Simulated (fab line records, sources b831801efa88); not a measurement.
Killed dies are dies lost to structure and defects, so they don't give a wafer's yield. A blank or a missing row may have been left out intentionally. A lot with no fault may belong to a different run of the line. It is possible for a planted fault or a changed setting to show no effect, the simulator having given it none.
A struck lot beside a sound one    flow gf180mcu    2 steps out of a route of 602
Sound: the wafers L971.1, L971.4, L971.6. The struck wafers were L968.3, L968.4, L968.6. At the end, the cause is stated.
Each step with rows lists, per side, the tool, then ch with its chambers, then its first start. Under that, the readings that differ: sound wafers    struck wafers    difference of the means    sigmas: that difference in standard deviations of wafers without a fault.
alike: readings with means less than 2 such deviations apart, plus words and numbers identical on both sides. not compared: withheld readings, readings lacking a value on some wafer, bounds such as >300 that could conceal the same value, and numbers that have no deviation in the record and whose values overlap.
Wherever a step has rows on one side only, a row that says differs or no value, or a row with sigmas, the two part there. When numbers do not overlap yet have no deviation, they are printed without sigmas and do not part them. A reading that every wafer of one side lacks parts them only if that side has two wafers or more.

GF_STI_BOW_MEAS_00:
  sound on film_metro-04 at day 4 03:00; struck on film_metro-01 at day 3 12:02
  alike: INCOMING_BOW
GF_STI_OXIDATION_01: stabilise 600 s, purge 300 s, target thk 10 nm.
  struck on furnace-02, day 3 12:45; sound on furnace-02 ch 0, day 4 03:31
  no value came back on the struck wafers for ox_temp_c (C), ox_temp_c_max, spike_tc_top_C (C); on the sound wafers ox_temp_c (C) reads 899.6 900.0 899.1

## WHERE THEY PART
Only at GF_STI_OXIDATION_01, as far as this record shows.

WHY: whatever the simulator had introduced
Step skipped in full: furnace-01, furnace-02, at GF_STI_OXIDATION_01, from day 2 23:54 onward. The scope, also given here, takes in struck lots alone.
